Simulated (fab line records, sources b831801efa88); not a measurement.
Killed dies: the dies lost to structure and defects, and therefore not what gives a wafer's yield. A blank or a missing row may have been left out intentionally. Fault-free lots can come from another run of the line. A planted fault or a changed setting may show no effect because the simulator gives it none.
fab line records    flow sky130
record: lots: 6  wafers: 18  lastDay: 50
route steps=708 shown SONOS_ONO@181 GATE_OXIDE@187 PAD_OPEN@708
lots untouched by any fault: they come from a run of this same line in which no faults occurred
startH: start of the lot's first displayed wafer, in hours after the record's first day    waitH: hours elapsed since this lot's preceding step    " the same as in the row above    L1.1+2: a single row standing in for several wafers    - no value, or no start was given    * or withheld: withheld    < > ~ a bound
route shown NAME@n: a module of which the file shows steps, and the number in the route of the first    usual: the fault-free wafers' mean and standard deviation    same: alike in all rows    chamber/n: place in a boat    sites: readings site by site    _std_site: how widely they spread, as a standard deviation    _edge_site: outer sites' mean less inner sites'    radiusMm: how far each site lies from the wafer's centre    mask NAME#n: copy n    behind: tool/chamber where the wafer was last shaped    hold: what put the lot on hold/how long, in hours/how the hold closed    device: which transistor (n, p or np) failed to switch    end of line: tests run on the same wafers once the route is complete    where a step has no rows: the recipe by itself    killed: dies that structure and defects cost at the first sort, which is not the same as the wafer's yield    map: a wafer's dies, marking killed ones x, the rest . and places with no die _
set.NAME: the setting the step ran with; set.NAME@STEP: the setting that earlier step ran with    model.NAME: the simulator's own value behind a step, which no gauge read
lots seen at some steps along the route; tables by step, rows by wafer
services: when a tool's chamber went out of use (startH, in hours from the record's first day, below 0 if earlier), for how many hours, and the reason
== steps ==
step: SKY_SONOS_ONO_CD_MEAS_13
recipe: targetCdNm: 410
usual: cdNm: 410.0/2.8
lot.wafer  tool      chamber  startH  waitH  cdNm
L717.1     cdSem-02  -        362.70  0.1    408.6
L717.4     "         -        "       "      409.3
L717.5     "         -        "       "      407.8
L719.2     cdSem-01  -        370.97  0.1    409.3
L719.3     "         -        "       "      409.0
L719.6     "         -        "       "      410.1
L722.1     cdSem-02  -        394.38  0.1    407.7
L722.4     "         -        "       "      409.4
L722.5     "         -        "       "      409.0
L726.1     cdSem-02  -        428.85  0.1    411.8
L726.3     "         -        "       "      412.5
L726.6     "         -        "       "      412.2
L728.2     cdSem-01  -        444.50  0.1    404.7
L728.3     "         -        "       "      406.2
L728.6     "         -        "       "      404.7
L729.3     cdSem-01  -        455.22  0.1    414.4
L729.5     "         -        "       "      414.3
L729.6     "         -        "       "      413.1
step: SKY_SONOS_ONO_OVL_MEAS_14
usual: SONOS_ONO_OVL: 1.1/1.8
lot.wafer  tool        chamber  startH  waitH  SONOS_ONO_OVL[nm]
L717.1     overlay-02  -        362.82  0.1    -0.1
L717.4     "           -        "       "      0.4
L717.5     "           -        "       "      -0.9
L719.2     overlay-01  -        371.07  0.1    4.0
L719.3     "           -        "       "      3.7
L719.6     "           -        "       "      4.1
L722.1     overlay-02  -        394.50  0.1    1.8
L722.4     "           -        "       "      3.4
L722.5     "           -        "       "      3.3
L726.1     overlay-01  -        428.97  0.1    0.0
L726.3     "           -        "       "      0.1
L726.6     "           -        "       "      1.6
L728.2     overlay-01  -        444.60  0.1    0.0
L728.3     "           -        "       "      2.2
L728.6     "           -        "       "      1.0
L729.3     overlay-02  -        455.31  0.1    0.4
L729.5     "           -        "       "      -1.0
L729.6     "           -        "       "      -1.8
step: SKY_SONOS_ONO_ETCH_15
recipe: targetDepthNm: 19.52  chemistry: CHF3/O2  sourceW: 600  biasW: 200  pressureMtorr: 40  chf3FlowSccm: 50  O2_flow_sccm: 5  timeS: 7.8
usual: drypumpMotorCurrentA: 5.5/0.5  oesProductAu: 0.996/0.01  throttleValvePct: 8.823/0.0094
lot.wafer  tool        chamber  startH  waitH  drypumpMotorCurrentA  oesProductAu  rfHoursCounterH  throttleValvePct
L717.1     rieDiel-01  1        362.85  0.0    6.1                   0.990         68               8.825
L717.4     "           3        "       "      5.3                   1.002         25               8.823
L717.5     "           3        "       "      5.3                   1.001         -                8.831
L719.2     rieDiel-02  1        371.10  0.0    6.1                   1.019         37               8.822
L719.3     "           2        "       "      5.9                   1.001         8                8.841
L719.6     "           1        "       "      6.1                   1.016         -                8.834
L722.1     rieDiel-02  1        394.54  0.0    6.2                   1.018         38               8.826
L722.4     "           2        "       "      5.9                   0.993         8                8.813
L722.5     "           0        "       "      5.6                   1.010         -                8.812
L726.1     rieDiel-01  2        429.00  0.0    5.1                   0.989         19               8.837
L726.3     "           1        "       "      6.1                   0.990         69               8.821
L726.6     "           2        "       "      5.2                   0.997         -                8.818
L728.2     rieDiel-04  0        444.63  0.0    4.9                   0.997         60               8.823
L728.3     "           2        "       "      5.4                   0.973         5                8.813
L728.6     "           3        "       "      5.4                   0.989         -                8.828
L729.3     rieDiel-04  2        455.33  0.0    5.5                   0.987         6                8.822
L729.5     "           3        "       "      5.4                   0.996         -                8.831
L729.6     "           0        "       "      4.9                   0.998         -                8.824
step: SKY_SONOS_ONO_WET_ETCH_16
recipe: chemistry: dHF  targetDepthNm: 14  dry: n2Spin  target: SiO2  dilution: 100:1  tempC: 25  timeS: 280
step: SKY_SONOS_ONO_STRIP_17
recipe: chemistry: O2/N2  powerW: 1400  pressureMtorr: 1500  platenTempC: withheld  o2FlowSccm: 3000  n2FlowSccm: 300  overashFraction: 0.5
usual: drypumpMotorCurrentA: 5.7/0.37  oesProductAu: 0.710/0.0044  stripTimeToEndpointS: 14.10/0.038
lot.wafer  tool            chamber  startH  waitH  drypumpMotorCurrentA  oesProductAu  rfHoursCounterH  stripTimeToEndpointS
L717.1     plasmaAsher-04  1        362.96  0.0    5.7                   0.710         54               14.10
L717.4     "               1        "       "      5.7                   0.707         -                14.08
L717.5     "               0        "       "      5.3                   0.711         -                14.03
L719.2     plasmaAsher-03  1        371.21  0.0    6.1                   0.717         68               14.13
L719.3     "               1        "       "      6.1                   0.714         -                14.17
L719.6     "               1        "       "      6.1                   0.714         -                14.14
L722.1     plasmaAsher-04  0        394.65  0.0    5.3                   0.708         57               14.10
L722.4     "               1        "       "      5.7                   0.708         -                14.08
L722.5     "               1        "       "      5.7                   0.712         -                14.10
L726.1     plasmaAsher-03  1        429.12  0.0    6.1                   0.709         74               14.08
L726.3     "               1        "       "      6.1                   0.705         -                14.05
L726.6     "               0        "       "      5.9                   0.707         -                14.04
L728.2     plasmaAsher-01  0        444.74  0.0    6.3                   0.711         1                14.07
L728.3     "               0        "       "      6.3                   0.713         -                14.11
L728.6     "               1        "       "      5.2                   0.710         -                14.08
L729.3     plasmaAsher-04  0        455.47  0.0    5.3                   0.709         -                14.07
L729.5     "               0        "       "      5.3                   0.709         -                14.09
L729.6     "               1        "       "      5.7                   0.715         -                14.16
step: SKY_SONOS_ONO_WET_ETCH_18
recipe: chemistry: H3PO4  targetDepthNm: 15  target: Si3N4  tempC: 160  timeS: 172
step: SKY_GATE_OXIDE_CLEAN_00
recipe: chemistry: SC1/SC2  mix: 1:4:20  tempC: 70  timeS: 150  dry: n2Spin
step: SKY_GATE_OXIDE_OXIDATION_01
recipe: tempC: 900  ambient: O2  stabiliseS: 600  purgeS: 300  targetThkA: 102.68  oxTimeS: 1473
step: SKY_GATE_OXIDE_THK_MEAS_02
recipe: reads: SiO2_of_GATE_OXIDE_OXIDATION_01
usual: GATE_OXIDE_OXIDATION_00_THK: 10.21/0.23
lot.wafer  tool          chamber  startH  waitH  GATE_OXIDE_OXIDATION_00_THK[nm]
L717.1     filmMetro-03  -        365.59  0.0    10.41
L717.4     "             -        "       "      10.42
L717.5     "             -        "       "      10.35
L719.2     filmMetro-04  -        375.05  0.0    10.60
L719.3     "             -        "       "      10.63
L719.6     "             -        "       "      10.42
L722.1     filmMetro-03  -        397.41  0.0    9.97
L722.4     "             -        "       "      10.13
L722.5     "             -        "       "      9.92
L726.1     filmMetro-02  -        434.27  0.0    10.44
L726.3     "             -        "       "      10.44
L726.6     "             -        "       "      10.44
L728.2     filmMetro-03  -        446.37  0.0    10.39
L728.3     "             -        "       "      10.06
L728.6     "             -        "       "      9.91
L729.3     filmMetro-03  -        457.08  0.0    10.10
L729.5     "             -        "       "      10.00
L729.6     "             -        "       "      9.99
step: SKY_GATE_OXIDE_DEHYDRATE_03
recipe: tempC: 200  timeS: 60
step: SKY_GATE_OXIDE_HMDS_04
recipe: primeTimeS: 60  primeTempC: 120
step: SKY_GATE_OXIDE_COAT_05
recipe: resist: NOVOLAK  spinRpm: 3000  resistThkNm: 1140
step: SKY_GATE_OXIDE_SOFTBAKE_06
recipe: tempC: 90  timeS: 60  resist: NOVOLAK
usual: heaterPowerTotalW: 56.60/0.048  plateTempC: 89.99/0.12
lot.wafer  tool           chamber  startH  waitH  heaterPowerTotalW  plateTempC  model.NOVOLAK_of_GATE_OXIDE_COAT_05.thkNm
L717.1     lithoTrack-04  0        379.12  0.1    56.60              89.85       1140
L717.4     "              0        "       "      56.67              89.99       1140
L717.5     "              0        "       "      56.65              89.93       1137
L719.2     lithoTrack-04  0        389.79  0.1    65.02              99.26       1106
L719.3     "              0        "       "      65.15              99.31       1110
L719.6     "              0        "       "      65.10              99.40       1109
L722.1     lithoTrack-04  0        411.42  0.1    65.03              99.49       1102
L722.4     "              0        "       "      65.11              99.53       1105
L722.5     "              0        "       "      65.07              99.58       1108
L726.1     lithoTrack-03  0        449.45  0.1    56.61              89.90       1138
L726.3     "              0        "       "      56.59              89.94       1141
L726.6     "              0        "       "      56.59              89.93       1139
L728.2     lithoTrack-02  0        461.92  0.1    56.57              90.11       1136
L728.3     "              0        "       "      56.61              89.94       1140
L728.6     "              0        "       "      56.59              90.22       1135
L729.3     lithoTrack-02  0        471.95  0.1    56.61              89.88       1143
L729.5     "              0        "       "      56.69              89.91       1138
L729.6     "              0        "       "      56.58              89.85       1139
step: SKY_GATE_OXIDE_EXPOSE_07
recipe: maskId: LVOM  na: 0.6  sourceShape: conventional  sigmaOuter: 0.6  polarization: unpolarized  targetCdNm: 600  doseMj: 170
step: SKY_GATE_OXIDE_PEB_08
recipe: tempC: withheld  timeS: *  resist: NOVOLAK
step: SKY_GATE_OXIDE_DEVELOP_09
recipe: resist: NOVOLAK  developer: TMAH  developTimeS: 60  devTempC: 23
lot.wafer  tool           chamber  startH  waitH  model.NOVOLAK_of_GATE_OXIDE_COAT_05.thkNm
L717.1+4   lithoTrack-02  0        393.45  0.1    1140
L717.5     "              0        "       "      1137
L719.2     lithoTrack-04  0        403.79  0.1    1106
L719.3     "              0        "       "      1110
L719.6     "              0        "       "      1109
L722.1     lithoTrack-04  0        426.77  0.1    1101
L722.4     "              0        "       "      1105
L722.5     "              0        "       "      1108
L726.1+6   lithoTrack-03  0        464.85  0.1    1138
L726.3     "              0        "       "      1140
L728.2     lithoTrack-04  0        476.64  0.1    1136
L728.3     "              0        "       "      1139
L728.6     "              0        "       "      1134
L729.3     lithoTrack-02  0        487.40  0.1    1143
L729.5     "              0        "       "      1138
L729.6     "              0        "       "      1139
step: SKY_GATE_OXIDE_OVL_MEAS_10
usual: GATE_OXIDE_OVL: -0.2/1.4
lot.wafer  tool        chamber  startH  waitH  GATE_OXIDE_OVL[nm]
L717.1     overlay-02  -        393.60  0.1    0.4
L717.4     "           -        "       "      1.3
L717.5     "           -        "       "      1.0
L719.2     overlay-02  -        403.92  0.1    0.5
L719.3     "           -        "       "      0.7
L719.6     "           -        "       "      2.1
L722.1     overlay-01  -        426.92  0.1    -0.7
L722.4     "           -        "       "      -0.6
L722.5     "           -        "       "      -1.1
L726.1     overlay-01  -        465.00  0.1    -0.1
L726.3     "           -        "       "      0.4
L726.6     "           -        "       "      -0.5
L728.2     overlay-01  -        476.77  0.1    -0.2
L728.3     "           -        "       "      0.2
L728.6     "           -        "       "      1.3
L729.3     overlay-01  -        487.51  0.1    -1.0
L729.5     "           -        "       "      0.0
L729.6     "           -        "       "      -1.6
step: SKY_GATE_OXIDE_IMPLANT_11
recipe: species: B  energyKev: 10  doseCm2: 2.6e+12  tiltDeg: withheld
step: SKY_GATE_OXIDE_WET_ETCH_12
recipe: chemistry: dHF  targetDepthNm: 16.8  dry: n2Spin  target: SiO2  dilution: 100:1  tempC: 25  timeS: 336
step: SKY_GATE_OXIDE_STRIP_13
recipe: chemistry: O2/N2  powerW: 1400  pressureMtorr: 1500  platenTempC: withheld  o2FlowSccm: 3000  n2FlowSccm: 300  overashFraction: 0.5
usual: drypumpMotorCurrentA: 5.8/0.31  oesProductAu: 0.715/0.0048  stripTimeToEndpointS: 14.16/0.034
lot.wafer  tool            chamber  startH  waitH  drypumpMotorCurrentA  oesProductAu  rfHoursCounterH  stripTimeToEndpointS
L717.1     plasmaAsher-03  1        393.90  0.0    6.1                   0.717         70               14.18
L717.4     "               1        "       "      6.1                   0.717         -                14.18
L717.5     "               0        "       "      5.9                   0.721         -                14.13
L719.2     plasmaAsher-03  0        404.20  0.0    5.9                   0.714         72               13.79
L719.3     "               0        "       "      5.9                   0.710         -                13.83
L719.6     "               1        "       "      6.1                   0.713         -                13.81
L722.1     plasmaAsher-02  1        427.22  0.0    6.2                   0.717         28               13.73
L722.4     "               1        "       "      6.2                   0.712         -                13.77
L722.5     "               1        "       "      6.2                   0.716         -                13.82
L726.1     plasmaAsher-04  1        465.28  0.0    5.7                   0.712         64               14.16
L726.3     "               0        "       "      5.3                   0.710         -                14.19
L726.6     "               1        "       "      5.7                   0.714         -                14.14
L728.2     plasmaAsher-02  1        477.06  0.0    6.2                   0.724         33               14.13
L728.3     "               0        "       "      5.7                   0.709         -                14.17
L728.6     "               0        "       "      5.7                   0.710         -                14.11
L729.3     plasmaAsher-03  1        487.82  0.0    6.1                   0.712         -                14.21
L729.5     "               0        "       "      5.9                   0.722         -                14.17
L729.6     "               1        "       "      6.1                   0.710         -                14.17
step: SKY_GATE_OXIDE_TW_MEAS_14
usual: GATE_OXIDE_TW: 222.8/2.4
lot.wafer  tool          chamber  startH  waitH  GATE_OXIDE_TW
L717.1     filmMetro-04  -        394.00  0.1    223.0
L717.4     "             -        "       "      223.1
L717.5     "             -        "       "      222.1
L719.2     filmMetro-02  -        404.31  0.1    226.8
L719.3     "             -        "       "      225.6
L719.6     "             -        "       "      224.5
L722.1     filmMetro-03  -        427.32  0.1    218.7
L722.4     "             -        "       "      219.0
L722.5     "             -        "       "      220.0
L726.1     filmMetro-04  -        465.38  0.1    222.8
L726.3     "             -        "       "      222.5
L726.6     "             -        "       "      223.1
L728.2     filmMetro-04  -        477.17  0.1    222.5
L728.3     "             -        "       "      223.4
L728.6     "             -        "       "      223.1
L729.3     filmMetro-03  -        487.91  0.1    218.5
L729.5     "             -        "       "      219.3
L729.6     "             -        "       "      218.9
step: SKY_PAD_OPEN_PROBE_99
usual: killed_at_M0_to_M3: 42/6.3  killed_at_M4_up: 2.8/1.9  killedAtContacts: 23/5.3  killedAtFrontEnd: 16/4.3  killedAtOther: 0.2/0.51  killedDies: 84/9.3  killedOnRim: 16/4.2  killedOpen: 46/7.6  killedShort: 38/6.3
same: grossDies: 492  killedAtBackSide: 0
lot.wafer  tool       chamber  startH   waitH  killed_at_M0_to_M3  killed_at_M4_up  killedAtContacts  killedAtFrontEnd  killedAtOther  killedDies  killedOnRim  killedOpen  killedShort
L719.2     prober-01  -        1147.62  0.1    39                  1                28                16                1              85          16           47          38
L719.3     prober-01  -        1147.67  0.2    33                  2                25                22                1              83          12           48          35
L719.6     prober-01  -        1147.82  0.2    42                  4                30                12                0              88          12           47          41
L722.1     prober-01  -        1167.52  0.1    41                  4                24                24                1              94          18           54          40
L722.4     prober-01  -        1167.67  0.2    39                  2                32                15                0              88          23           55          33
L722.5     prober-01  -        1167.72  0.2    49                  3                17                14                0              83          12           51          32
L729.3     prober-01  -        1196.59  0.2    51                  2                17                23                0              93          14           52          41
L729.5     prober-01  -        1196.69  0.2    36                  0                35                28                0              99          22           55          44
L729.6     prober-01  -        1196.74  0.2    55                  2                25                22                0              104         20           58          46
killed by level:class
L719.2 VIA1:geometricParticle:open=14 CONTACT:geometricParticle:open=11 VIA1:geometricParticle:short=7 FIELD_ISO:geometricParticle:short=5 FIELD_ISO:geometricParticle:open=5 VIA3:geometricParticle:open=5 CONTACT:geometricParticle:short=5 POLY_GATE:geometricParticle:short=4
L719.3 FIELD_ISO:geometricParticle:short=9 VIA3:geometricParticle:open=9 VIA2:geometricParticle:open=7 LI_CONTACT:geometricParticle:open=7 CONTACT:geometricParticle:short=7 CONTACT:geometricParticle:open=6 FIELD_ISO:geometricParticle:open=5 POLY_GATE:geometricParticle:open=5
L719.6 VIA1:geometricParticle:open=10 CONTACT:geometricParticle:open=10 METAL1:geometricParticle:short=9 LI_CONTACT:geometricParticle:open=7 VIA3:geometricParticle:open=6 CONTACT:geometricParticle:short=5 METAL2:geometricParticle:short=5 LI_CONTACT:geometricParticle:short=4
L722.1 VIA1:geometricParticle:open=14 CONTACT:geometricParticle:open=12 VIA1:geometricParticle:short=8 FIELD_ISO:geometricParticle:short=6 POLY_GATE:geometricParticle:short=6 LI_CONTACT:geometricParticle:open=6 FIELD_ISO:geometricParticle:open=5 VIA2:geometricParticle:open=5
L722.4 VIA1:geometricParticle:open=13 LI_CONTACT:geometricParticle:open=11 CONTACT:geometricParticle:open=9 VIA3:geometricParticle:open=6 VIA2:geometricParticle:open=6 FIELD_ISO:geometricParticle:short=5 METAL2:geometricParticle:short=5 LOCAL_INTERCONNECT:geometricParticle:short=4
L722.5 VIA1:geometricParticle:open=16 CONTACT:geometricParticle:open=10 VIA3:geometricParticle:open=9 POLY_GATE:geometricParticle:open=5 METAL3:geometricParticle:short=5 METAL1:geometricParticle:short=4 VIA2:geometricParticle:open=4 FIELD_ISO:geometricParticle:short=3
L729.3 VIA1:geometricParticle:open=15 CONTACT:geometricParticle:open=9 VIA2:geometricParticle:open=8 FIELD_ISO:geometricParticle:short=6 FIELD_ISO:geometricParticle:open=6 METAL1:geometricParticle:short=6 VIA1:geometricParticle:short=6 VIA3:geometricParticle:open=6
L729.5 CONTACT:geometricParticle:open=23 FIELD_ISO:geometricParticle:short=12 VIA1:geometricParticle:open=7 METAL1:geometricParticle:short=6 VIA1:geometricParticle:short=6 POLY_GATE:geometricParticle:open=5 LI_CONTACT:geometricParticle:open=5 POLY_GATE:geometricParticle:short=4
L729.6 VIA1:geometricParticle:open=14 POLY_GATE:geometricParticle:open=8 CONTACT:geometricParticle:open=8 VIA1:geometricParticle:short=8 LI_CONTACT:geometricParticle:open=7 CONTACT:geometricParticle:short=7 VIA2:geometricParticle:open=7 METAL1:geometricParticle:short=5
== services ==
tool            chamber  startH  hours  kind
rieDiel-01      2        340.20  15.5   repair
rieDiel-04      3        348.08  -      clean
rieDiel-04      3        348.08  18.5   scheduledDown
rieDiel-04      3        348.08  18.5   ventCycle
plasmaAsher-02  -        353.08  0.9    repair
rieDiel-01      -        388.49  2.2    repair
plasmaAsher-04  -        389.90  2.7    repair
plasmaAsher-02  -        393.53  14.6   pm
rieDiel-01      2        410.18  3.0    repair
plasmaAsher-01  -        421.25  9.0    pm
plasmaAsher-01  0        421.25  9.0    ventCycle
plasmaAsher-01  1        421.25  9.0    ventCycle
plasmaAsher-04  -        422.75  0.9    repair
plasmaAsher-01  0        430.25  -      clean
plasmaAsher-01  1        430.25  -      clean
plasmaAsher-04  -        436.12  1.6    repair
rieDiel-04      3        461.15  2.3    repair
rieDiel-02      1        469.73  6.3    repair
rieDiel-04      -        473.12  0.7    repair
rieDiel-04      0        477.06  11.2   repair
== key ==
firstSign: step: SKY_GATE_OXIDE_SOFTBAKE_06  reading: heaterPowerTotalW  direction: up  sigmas: 99+  usual: *  struck: *
effect: step: SKY_GATE_OXIDE_SOFTBAKE_06  reading: plateTempC  direction: up  sigmas: 77  usual: *  struck: *
effect: step: SKY_GATE_OXIDE_STRIP_13  reading: stripTimeToEndpointS  direction: down  sigmas: 11  usual: *  struck: *
modelEffect: step: SKY_GATE_OXIDE_SOFTBAKE_06  value: NOVOLAK_of_GATE_OXIDE_COAT_05.thkNm  without: 1135  struck: 1107
modelEffect: step: SKY_GATE_OXIDE_DEVELOP_09  value: NOVOLAK_of_GATE_OXIDE_COAT_05.thkNm  without: 1135  struck: 1106
metAt SKY_GATE_OXIDE_SOFTBAKE_06
struckWafers L719.2,L719.3,L719.6,L722.1,L722.4,L722.5
testerLeftOut L719,L722
onsetBetween 379.12 389.79
fault: kind: processParameterDrift  tool: lithoTrack-04  chamber: -  onsetH: 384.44  steps: SKY_GATE_OXIDE_SOFTBAKE_06  channel: tempC  offset: *  shape: step  endH: 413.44  actsIn: *  stated: *
testerLeftOut: of these lots the tester's yield and bins aren't shown, on N5 and GAA mostly nor the transistor test; their killed dies are dies lost to structure and defects alone, not to doping, threshold or leakage, so they don't give the yield
